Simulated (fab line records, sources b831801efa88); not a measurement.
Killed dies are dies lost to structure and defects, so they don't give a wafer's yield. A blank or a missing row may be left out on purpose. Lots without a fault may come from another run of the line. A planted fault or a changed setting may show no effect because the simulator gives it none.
One fault seen from 2 desks | flow sky130 | each desk has only its own numbers; what lay behind them comes last

THE METROLOGY DESK
What the gauges read, lot by lot, whatever tool the lot ran on: means of the sampled wafers that have a number. A lot is out of limits, marked OUT, if its mean lies more than 4 standard deviations from the usual mean; the brackets give that distance.
Columns: A = DNWELL_TW at SKY_DNWELL_TW_MEAS_09, usual 1124; B = PWDE_RS at SKY_NWELL_RS_MEAS_31, usual 5276 ohm/sq
lot  | first seen here | A    | B
L561 | day 3 15:35     | 1120 | 5288
L562 | day 3 17:05     | 1115 | 5281
L563 | day 3 21:03     | 1123 | 5273
L564 | day 4 01:07     | 1138 | 5261
L565 | day 4 05:53     | 1128 | 5244
L566 | day 4 10:14     | 1127 | 5293
L567 | day 4 15:04     | 1137 | 5303
L568 | day 4 19:09     | 1125 | 5294
L574 | day 6 06:10     | 1104 | 5212
L576 | day 6 16:59     | 1124 | 5220
L580 | day 7 15:39     | 1132 | 5246
L582 | day 8 03:46     | 1123 | 5305
This desk's finding: nothing out of limits on any of the 12 lots.

THE TOOL OWNER'S DESK: implanter-04
The tool's own readings at SKY_PWDE_IMPLANT_08: means of the sampled wafers that have a number, for each lot that ran on this tool. A lot is out of limits, marked OUT, if its mean lies more than 4 standard deviations from the usual mean; the brackets give that distance.
Columns: A = beam_energy_keV at SKY_PWDE_IMPLANT_08, usual 150.00
lot  | first seen here | A
L562 | day 4 08:58     | 149.97
L565 | day 4 22:54     | 150.02
L566 | day 5 02:53     | 150.02
L567 | day 5 08:07     | 149.92
L574 | day 7 00:51     | 185.53 (+99 or more) OUT
L576 | day 7 12:49     | 185.54 (+99 or more) OUT
This desk's finding: out of limits on L574, L576; first on L574, day 7 00:51 (beam_energy_keV at SKY_PWDE_IMPLANT_08). In limits: L562, L565, L566, L567.

PUT TOGETHER
The tool owner's desk could have raised an alarm at day 7 00:51, on L574, L576.
The metrology desk saw nothing out of limits.
The metrology desk has L574, L576 on record, within its limits.
Of the lots named, all ran SKY_PWDE_IMPLANT_08 on implanter-04.

WHAT THE SIMULATOR HAD PUT IN
Process parameter drift: implanter-04, from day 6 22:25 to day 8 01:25, at SKY_PWDE_IMPLANT_08. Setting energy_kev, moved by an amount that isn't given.
Lots struck among those shown: L574, L576.
Hours from the fault's start to each desk's first reading out of limits: the tool owner's desk, 2.
